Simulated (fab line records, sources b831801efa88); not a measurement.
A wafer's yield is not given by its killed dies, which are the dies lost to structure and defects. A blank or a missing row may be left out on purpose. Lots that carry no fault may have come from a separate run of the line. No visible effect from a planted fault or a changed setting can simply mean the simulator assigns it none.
fab line records    flow sky130
record: lots: 12  wafers: 36  last-day: 50
route steps=708 shown METAL5@675 PASSIVATION@681 PAD_OPEN@707
lots that met no fault: from a run of the same line without faults
start-h: hours from the record's first day to the start of the lot's first wafer shown    wait-h: time in hours since the lot's previous step    " identical to the entry in the row above    L1.1+2: a row that stands for several wafers    - no value, or no start given    * or withheld: withheld    < > ~ a bound
route shown NAME@n: names a module that has steps shown in the file, with the first one's number in the route    usual: mean and standard deviation over wafers with no fault    same: alike in all rows    chamber/n: place in a boat    sites: readings site by site    _std_site: the standard deviation of these    _edge_site: outer sites' mean less inner sites'    radius-mm: how far each site lies from the wafer's centre    mask NAME#n: copy n    behind: the tool/chamber that last shaped the wafer    hold: reason for holding the lot/hours on hold/outcome of the hold    device: whichever transistor did not switch (one of n, p or np)    end of line: tests of these same wafers at the route's end    step lacking rows: just its recipe    killed: dies that structure and defects cost at the first sort, which is not the same as the wafer's yield    map: per-die view of a wafer (x killed, . not killed, _ where there is no die)
set.NAME: the setting that was run; set.NAME@STEP: the one run at that earlier step    model.NAME: the simulator's own value behind a step, which no gauge read
one table for each step of the route and one row for each wafer, over a sample of lots
services: from which hour (start-h, from the record's first day; less than 0 if before it) a tool's chamber was out of use, for how many hours, and why
== steps ==
step: SKY_METAL5_DESCUM_14
recipe: chemistry: O2  source-power-w: 150  bias-power-w: 0  pressure-mtorr: 10  temp-c: 40  time-s: 11
usual: drypump-motor-current-A: 5.6/0.4  he-backside-leak-sccm: 3.42/0.18  oes-product-au: 1.000/0.0078  temp-c: 39.98/0.098
same: time-s: 11
lot.wafer  tool          chamber  start-h  wait-h  drypump-motor-current-A  he-backside-leak-sccm  oes-product-au  rf-hours-counter-h  temp-c
L598.2     rie-metal-02  1        1030.21  0.1     6.0                      3.56                   1.000           14                  40.08
L598.3     "             0        "        "       5.9                      3.29                   1.012           -                   40.07
L598.6     "             0        "        "       5.9                      3.44                   0.999           -                   39.86
L597.1     rie-metal-02  0        1035.07  0.1     6.0                      3.34                   1.001           12                  40.00
L597.3     "             1        "        "       6.0                      3.54                   1.003           -                   39.82
L597.6     "             1        "        "       6.0                      3.53                   0.991           -                   39.98
L599.1     rie-metal-01  1        1049.07  0.1     6.1                      3.35                   1.009           11                  40.03
L599.3     "             0        "        "       5.2                      3.61                   1.002           -                   40.19
L599.4     "             1        "        "       6.0                      3.37                   1.010           -                   39.93
L602.3     rie-metal-03  1        1076.48  0.1     5.1                      3.35                   0.996           -                   40.02
L602.4     "             0        "        "       5.8                      3.41                   1.002           -                   40.09
L602.6     "             0        "        "       5.8                      3.34                   0.994           -                   40.05
L609.1     rie-metal-03  0        1103.17  0.1     5.8                      3.42                   0.987           17                  40.03
L609.2     "             1        "        "       5.1                      3.39                   1.000           5                   39.98
L609.6     "             0        "        "       5.8                      3.28                   0.984           -                   39.84
L610.1     rie-metal-03  0        1120.22  0.1     5.8                      3.55                   0.996           18                  39.80
L610.5     "             0        "        "       5.8                      3.34                   0.989           -                   39.91
L610.6     "             1        "        "       5.1                      3.25                   0.996           -                   39.95
L611.2     rie-metal-01  1        1120.51  0.1     6.1                      3.38                   1.008           16                  40.06
L611.3     "             1        "        "       6.1                      3.42                   1.008           -                   39.95
L611.5     "             1        "        "       6.1                      3.53                   0.999           -                   39.96
L612.1     rie-metal-02  0        1122.02  0.1     5.9                      3.28                   0.990           17                  39.97
L612.4     "             1        "        "       6.0                      3.60                   0.994           -                   40.01
L612.5     "             1        "        "       6.0                      3.64                   0.994           -                   40.15
L615.3     rie-metal-03  1        1128.92  0.1     5.1                      3.30                   0.995           -                   40.12
L615.5     "             0        "        "       5.8                      3.29                   0.997           -                   39.90
L615.6     "             1        "        "       5.1                      3.40                   1.001           -                   39.83
L617.1     rie-metal-02  1        1147.46  0.1     6.0                      3.48                   0.997           24                  39.97
L617.5     "             0        "        "       5.9                      3.38                   0.996           -                   40.04
L617.6     "             1        "        "       6.0                      3.45                   0.999           -                   39.97
L618.3     rie-metal-03  1        1150.17  0.1     5.1                      3.20                   0.999           -                   39.99
L618.5     "             1        "        "       5.0                      3.26                   1.004           -                   39.96
L618.6     "             0        "        "       5.8                      3.32                   0.997           -                   39.96
L620.1     rie-metal-01  0        1164.45  0.1     5.2                      3.53                   0.993           29                  40.14
L620.3     "             0        "        "       5.2                      3.56                   1.008           -                   39.93
L620.5     "             0        "        "       5.2                      3.58                   0.997           -                   39.88
step: SKY_METAL5_CLEAN_19
recipe: chemistry: O3/DIW  dry: n2-spin
lot.wafer   tool          chamber  start-h  wait-h
L598.2+3+6  wet-bench-04  0        1031.08  0.0
L597.1+3+6  wet-bench-03  3        1035.96  0.0
L599.1+3+4  wet-bench-03  3        1049.85  0.0
L602.3+4+6  wet-bench-03  1        1077.28  0.0
L609.1+2+6  wet-bench-03  0        1103.97  0.0
L610.1+5+6  wet-bench-04  2        1121.30  0.1
L611.2+3+5  wet-bench-04  2        1121.45  0.0
L612.1+4+5  wet-bench-04  0        1122.80  0.0
L615.3+5+6  wet-bench-01  2        1129.70  0.0
L617.1+5+6  wet-bench-04  2        1148.23  0.0
L618.3+5+6  wet-bench-04  0        1150.94  0.0
L620.1+3+5  wet-bench-03  2        1165.22  0.0
step: SKY_PASSIVATION_CVD_00
recipe: material: SiO2  target-thk-nm: 90  temp-c: 400  time-s: withheld  rf-w: 600
usual: heater-power-w: 681/96
lot.wafer  tool      chamber  start-h  wait-h  heater-power-w
L598.2     pecvd-04  1        1031.28  0.0     849
L598.3     "         1        "        "       847
L598.6     "         1        "        "       836
L597.1     pecvd-01  0        1036.06  0.0     666
L597.3     "         1        "        "       652
L597.6     "         1        "        "       656
L599.1     pecvd-02  0        1049.94  0.0     664
L599.3     "         2        "        "       636
L599.4     "         1        "        "       560
L602.3     pecvd-02  2        1077.38  0.0     550
L602.4     "         1        "        "       554
L602.6     "         0        "        "       623
L609.1     pecvd-02  1        1104.07  0.0     554
L609.2     "         2        "        "       566
L609.6     "         2        "        "       582
L610.1     pecvd-02  0        1121.40  0.0     707
L610.5     "         2        "        "       532
L610.6     "         0        "        "       726
L611.2     pecvd-02  0        1121.55  0.0     701
L611.3     "         2        "        "       634
L611.5     "         2        "        "       616
L612.1     pecvd-02  0        1122.89  0.0     706
L612.4     "         1        "        "       540
L612.5     "         2        "        "       618
L615.3     pecvd-04  2        1129.80  0.0     753
L615.5     "         1        "        "       837
L615.6     "         0        "        "       740
L617.1     pecvd-04  2        1148.32  0.0     665
L617.5     "         2        "        "       672
L617.6     "         0        "        "       744
L618.3     pecvd-01  0        1151.03  0.0     695
L618.5     "         1        "        "       658
L618.6     "         2        "        "       825
L620.1     pecvd-01  0        1165.31  0.0     679
L620.3     "         2        "        "       789
L620.5     "         2        "        "       807
step: SKY_PAD_OPEN_BOW_MEAS_13
recipe: mode: bow
usual: PAD_OPEN_BOW: 45/8.1
lot.wafer  tool           chamber  start-h  wait-h  PAD_OPEN_BOW[um]
L598.2     film-metro-04  -        1077.13  -       43
L598.3     "              -        "        "       32
L598.6     "              -        "        "       33
L597.1     film-metro-02  -        1081.21  -       59
L597.3     "              -        "        "       61
L597.6     "              -        "        "       55
L599.1     film-metro-04  -        1095.30  -       54
L599.3     "              -        "        "       43
L599.4     "              -        "        "       42
L602.3     film-metro-02  -        1121.19  -       38
L602.4     "              -        "        "       47
L602.6     "              -        "        "       42
L609.1     film-metro-02  -        1144.92  -       39
L609.2     "              -        "        "       44
L609.6     "              -        "        "       51
L610.1     film-metro-02  -        1160.03  -       42
L610.5     "              -        "        "       28
L610.6     "              -        "        "       36
L611.2     film-metro-02  -        1160.84  -       56
L611.3     "              -        "        "       41
L611.5     "              -        "        "       40
L612.1     film-metro-04  -        1161.64  -       45
L612.4     "              -        "        "       41
L612.5     "              -        "        "       48
L615.3     film-metro-02  -        1168.86  -       42
L615.5     "              -        "        "       34
L615.6     "              -        "        "       48
L617.1     film-metro-02  -        1185.15  -       45
L617.5     "              -        "        "       37
L617.6     "              -        "        "       45
L618.3     film-metro-04  -        1187.69  -       46
L618.5     "              -        "        "       37
L618.6     "              -        "        "       40
L620.1     film-metro-01  -        1200.42  -       56
L620.3     "              -        "        "       65
L620.5     "              -        "        "       60
step: SKY_PAD_OPEN_PROBE_99
usual: defect-limited-yield: 82.4/2.2  killed_at_M0_to_M3: 44/6.8  killed_at_M4_up: 3.1/1.9  killed-at-contacts: 25/5.9  killed-at-front-end: 15/4.3  killed-at-other: 0.2/0.51  killed-dies: 87/11  killed-open: 47/7.9  killed-short: 39/6.4  sort_bin_3_pad_short: 0.9/0.44  sort_bin_5_function: 10.3/1.5  sort_bin_6_memory: 6.4/1.4  sort-n-pass: 405/11  sort-yield-pct: 82.4/2.2
same: gross-dies: 492  killed-at-back-side: 0  sort_bin_4_leakage[%]: 0  sort_bin_8_speed[%]: 0
lot.wafer  tool       chamber  start-h  wait-h  defect-limited-yield[%]  killed_at_M0_to_M3  killed_at_M4_up  killed-at-contacts  killed-at-front-end  killed-at-other  killed-dies  killed-open  killed-short  sort_bin_3_pad_short[%]  sort_bin_5_function[%]  sort_bin_6_memory[%]  sort-n-pass  sort-yield-pct[%]
L609.1     prober-01  -        1145.04  0.1     77.6                     34                  40               26                  10                   0                110          39           33            3.7                      14.0                    4.7                   382          77.6
L609.2     prober-01  -        1145.09  0.1     81.1                     26                  49               11                  7                    0                93           23           27            4.1                      11.4                    3.5                   399          81.1
L609.6     prober-01  -        1145.29  0.2     74.8                     45                  42               26                  10                   1                124          43           44            3.0                      14.0                    8.1                   368          74.8
L611.2     prober-01  -        1160.99  0.1     82.3                     43                  4                24                  16                   0                87           45           42            0.8                      10.6                    6.3                   405          82.3
L611.3     prober-01  -        1161.04  0.2     85.2                     31                  4                28                  9                    1                73           29           44            0.8                      9.6                     4.5                   419          85.2
L611.5     prober-01  -        1161.14  0.2     84.3                     44                  3                19                  11                   0                77           33           44            1.8                      8.5                     5.3                   415          84.3
L612.1     prober-02  -        1161.76  0.1     79.3                     48                  2                32                  20                   0                102          56           46            1.0                      12.2                    7.5                   390          79.3
L612.4     prober-02  -        1161.91  0.2     87.4                     40                  0                11                  11                   0                62           38           24            0.4                      7.5                     4.7                   430          87.4
L612.5     prober-02  -        1161.96  0.2     81.7                     51                  6                22                  11                   0                90           48           42            0.8                      9.1                     8.3                   402          81.7
L617.1     prober-02  -        1185.27  0.1     83.9                     39                  4                24                  12                   0                79           43           36            0.8                      8.7                     6.5                   413          83.9
L617.5     prober-02  -        1185.47  0.2     82.3                     47                  1                28                  11                   0                87           54           33            1.0                      11.0                    5.7                   405          82.3
L617.6     prober-02  -        1185.52  0.2     83.3                     42                  5                26                  9                    0                82           53           29            0.4                      8.5                     7.7                   410          83.3
killed by level:class
L609.1 METAL5:unspecified=38 LI_CONTACT:geometric-particle:open=15 VIA3:geometric-particle:open=7 VIA2:geometric-particle:open=5 METAL1:geometric-particle:short=5 CONTACT:geometric-particle:open=5 METAL2:geometric-particle:short=4 METAL3:geometric-particle:short=4
L609.2 METAL5:unspecified=43 VIA2:geometric-particle:open=5 LI_CONTACT:geometric-particle:open=5 VIA1:geometric-particle:open=5 VIA2:geometric-particle:short=4 METAL4:geometric-particle:short=4 FIELD_ISO:geometric-particle:short=3 CONTACT:geometric-particle:open=3
L609.6 METAL5:unspecified=37 VIA3:geometric-particle:open=8 CONTACT:geometric-particle:open=7 LI_CONTACT:geometric-particle:open=6 METAL1:geometric-particle:short=6 VIA1:geometric-particle:open=6 CONTACT:geometric-particle:short=5 VIA2:geometric-particle:open=5
L611.2 VIA1:geometric-particle:open=10 METAL2:geometric-particle:short=8 VIA3:geometric-particle:open=8 LI_CONTACT:geometric-particle:open=7 LOCAL_INTERCONNECT:geometric-particle:short=6 METAL3:geometric-particle:short=6 FIELD_ISO:geometric-particle:open=5 VIA2:geometric-particle:open=5
L611.3 LOCAL_INTERCONNECT:geometric-particle:short=8 VIA3:geometric-particle:open=6 CONTACT:geometric-particle:open=6 CONTACT:geometric-particle:short=6 VIA1:geometric-particle:open=6 LI_CONTACT:geometric-particle:short=5 VIA3:geometric-particle:short=5 LI_CONTACT:geometric-particle:open=3
L611.5 VIA3:geometric-particle:open=11 VIA1:geometric-particle:short=8 LI_CONTACT:geometric-particle:open=6 METAL3:geometric-particle:short=6 VIA3:geometric-particle:short=5 LOCAL_INTERCONNECT:geometric-particle:short=4 CONTACT:geometric-particle:open=4 METAL1:geometric-particle:short=4
L612.1 CONTACT:geometric-particle:open=14 VIA1:geometric-particle:open=13 LI_CONTACT:geometric-particle:open=8 METAL1:geometric-particle:short=7 VIA3:geometric-particle:open=7 FIELD_ISO:geometric-particle:short=6 POLY_GATE:geometric-particle:short=5 METAL2:geometric-particle:short=5
L612.4 VIA1:geometric-particle:open=15 FIELD_ISO:geometric-particle:open=5 LI_CONTACT:geometric-particle:open=5 METAL1:geometric-particle:short=5 VIA1:geometric-particle:short=5 METAL2:geometric-particle:short=5 VIA3:geometric-particle:open=4 CONTACT:geometric-particle:open=3
L612.5 METAL2:geometric-particle:short=10 CONTACT:geometric-particle:open=9 VIA2:geometric-particle:open=8 VIA1:geometric-particle:open=8 VIA3:geometric-particle:open=8 CONTACT:geometric-particle:short=5 VIA2:geometric-particle:short=5 FIELD_ISO:geometric-particle:short=4
L617.1 VIA1:geometric-particle:open=11 CONTACT:geometric-particle:open=10 VIA1:geometric-particle:short=8 METAL1:geometric-particle:short=7 LOCAL_INTERCONNECT:geometric-particle:short=5 VIA2:geometric-particle:open=4 FIELD_ISO:geometric-particle:open=3 POLY_GATE:geometric-particle:open=3
L617.5 CONTACT:geometric-particle:open=13 VIA2:geometric-particle:open=11 VIA1:geometric-particle:open=11 LI_CONTACT:geometric-particle:open=7 VIA3:geometric-particle:open=6 METAL1:geometric-particle:short=5 LI_CONTACT:geometric-particle:short=4 METAL2:geometric-particle:short=4
L617.6 VIA1:geometric-particle:open=14 CONTACT:geometric-particle:open=13 VIA3:geometric-particle:open=7 LI_CONTACT:geometric-particle:open=6 FIELD_ISO:geometric-particle:open=4 VIA1:geometric-particle:short=4 VIA2:geometric-particle:open=4 LI_CONTACT:geometric-particle:short=3
== services ==
tool          chamber  start-h  hours  kind
rie-metal-01  -        1007.61  0.8    repair
pecvd-01      2        1019.90  15.8   repair
pecvd-04      2        1023.42  11.3   repair
pecvd-02      2        1028.28  5.0    scheduled-down
rie-metal-02  -        1033.53  0.7    repair
pecvd-01      2        1035.70  2.1    scheduled-down
rie-metal-01  -        1039.83  1.0    repair
pecvd-01      2        1039.89  2.6    repair
pecvd-01      1        1064.98  2.1    scheduled-down
rie-metal-02  -        1080.64  1.8    repair
pecvd-01      1        1104.77  5.0    scheduled-down
pecvd-01      -        1106.26  2.8    pm
rie-metal-01  -        1113.17  2.8    pm
pecvd-01      -        1118.33  6.0    pm
rie-metal-02  0        1122.50  18.1   repair
pecvd-01      2        1139.50  5.5    scheduled-down
pecvd-04      1        1153.88  5.4    repair
pecvd-02      2        1154.99  2.1    scheduled-down
rie-metal-01  -        1159.70  2.1    repair
pecvd-02      -        1164.28  1.1    repair
== key ==
first-sign: step: SKY_PAD_OPEN_PROBE_99  reading: killed_at_M4_up  direction: up  sigmas: 21  usual: 3.1  struck: 43.7
effect: step: SKY_PAD_OPEN_PROBE_99  reading: sort_bin_3_pad_short  direction: up  sigmas: 6.2  usual: 0.9  struck: 3.6
met-at SKY_METAL5_CLEAN_19
struck-lots L609
struck-wafers L609.1,L609.2,L609.6
not-acting-at SKY_METAL5_DESCUM_14,SKY_PASSIVATION_CVD_00,SKY_PAD_OPEN_BOW_MEAS_13
fault: kind: chamber-particle-source  tool: wet-bench-03  chamber: 0  onset-h: 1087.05  steps: SKY_METAL5_CLEAN_19  rate-per-visit-cm2: 1.8005  end-h: 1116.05
